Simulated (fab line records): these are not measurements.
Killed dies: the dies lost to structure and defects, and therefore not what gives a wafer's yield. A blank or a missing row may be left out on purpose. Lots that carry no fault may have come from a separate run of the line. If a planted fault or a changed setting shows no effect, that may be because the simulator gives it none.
A struck lot beside a sound one ; flow sky130 ; 15 steps out of a route of 708
Sound: these wafers, L404.1, L404.2, L404.5. Struck: wafers L403.2, L403.3, L403.6. Last of all comes the cause.
At each step with rows: each side's tool, then ch and its chambers, then its first start. Under that, the readings that differ: sound wafers ; struck wafers ; difference of the means ; sigmas: that difference in standard deviations of wafers without a fault.
alike: readings whose means differ by less than 2 such deviations, and words and numbers that are the same on both sides. not compared: withheld readings, readings that some wafer has no value for, bounds like >300 that may hide the same value, and numbers for which the record gives no deviation and whose values overlap.
A row with sigmas, a row that says differs or no value, or rows on one side alone: a step with any of these is where the two part. Numbers that have no deviation but don't overlap get no sigmas and don't part them. Lack of a reading on every wafer of one side parts them only where that side has two or more wafers.

first, 5 steps without rows for these wafers: SKY_SONOS_TUNNEL_COAT_02 (resist thk 1140 nm); SKY_SONOS_TUNNEL_SOFTBAKE_03 (time 60 s); SKY_SONOS_TUNNEL_EXPOSE_04 (exposes mask TUNM, target cd 410 nm); SKY_SONOS_TUNNEL_PEB_05; SKY_SONOS_TUNNEL_DEVELOP_06 (develop time 60 s).
SKY_SONOS_TUNNEL_CD_MEAS_07: target cd 410 nm.
  sound on cdSem-02 at day 18 07:03; struck on cdSem-02 at day 18 06:14
  alike: cdNm
SKY_SONOS_TUNNEL_OVL_MEAS_08:
  sound on overlay-02 at day 18 07:10; struck on overlay-01 at day 18 06:20
  alike: SONOS_TUNNEL_OVL
then, 3 steps without rows for these wafers: SKY_SONOS_TUNNEL_IMPLANT_09; SKY_SONOS_TUNNEL_WET_ETCH_10 (etches SiO2 in dHF, target depth 14 nm, time 280 s); SKY_SONOS_TUNNEL_STRIP_11 (strips in SPM, time 600 s).
SKY_SONOS_TUNNEL_TW_MEAS_12:
  sound on filmMetro-03 at day 18 07:40; struck on filmMetro-03 at day 18 06:47
  alike: SONOS_TUNNEL_TW
then, 1 step without rows for these wafers: SKY_SONOS_TUNNEL_CLEAN_13 (cleans in dHF, time 20 s).
SKY_SONOS_ONO_OXIDATION_00: stabilise 600 s, purge 300 s, target thk 2.6 nm.
  sound on furnace-01 ch 0, day 18 08:56; struck on furnace-02 ch 0, day 18 06:51
reading;sound;struck;difference;sigmas
zonePowerTopPct (%);27.3 27.5 26.9;24.2 24.5 24.4;-2.9;-2
model.SiO2_of_SONOS_ONO_OXIDATION_00.thkNm (nm);2.607 2.628 2.613;2.921 2.893 2.876;+0.281;
  alike: zonePowerUpperPct
SKY_SONOS_ONO_THK_MEAS_01:
  sound on filmMetro-04 at day 18 10:17; struck on filmMetro-03 at day 18 08:26
reading;sound;struck;difference;sigmas
SONOS_ONO_OXIDATION_THK (nm);2.60 2.63 2.58;2.92 2.94 2.92;+0.32;+5
  not compared: hold
-- the record jumps here: 32 days lie between the struck wafers' starts before and after (it left off in module SONOS_ONO and takes up again in module PAD_OPEN, whose first step shown is number 708 of the route) --
SKY_PAD_OPEN_PROBE_99:
  sound on prober-01 at day 50 12:43; struck on prober-02 at day 50 12:06
reading;sound;struck;difference;sigmas
killedDies;105 105 91;87 88 68;-19;-2
model.etest.capOno.gateLog10ACm2;-7.913 -7.897 -7.789;-8.086 -8.129 -8.048;-0.221;
model.etest.capOno.toxAccNm (nm);12.85 12.81 12.81;13 12.99 13.02;+0;
model.etest.sonosErased.vtV (V);-2.29 -2.313 -2.28;-2.052 -2.08 -2.108;+0.214;
model.etest.sonosBaked.vtLessV (V);-0.4859 -0.4988 -0.5688;-0.4391 -0.4385 -0.376;+0.1000;
  alike: killed_at_M0_to_M3, killed_at_M4_up, killedAtContacts, killedAtFrontEnd, killedAtOther, killedOpen, killedShort

== WHERE THEY PART ==
At SKY_SONOS_ONO_OXIDATION_00 first; at SKY_PAD_OPEN_PROBE_99 last (within this record only).

WHY: what had been put in by the simulator
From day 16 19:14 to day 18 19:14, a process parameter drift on furnace-02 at SKY_SONOS_ONO_OXIDATION_00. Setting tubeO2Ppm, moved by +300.
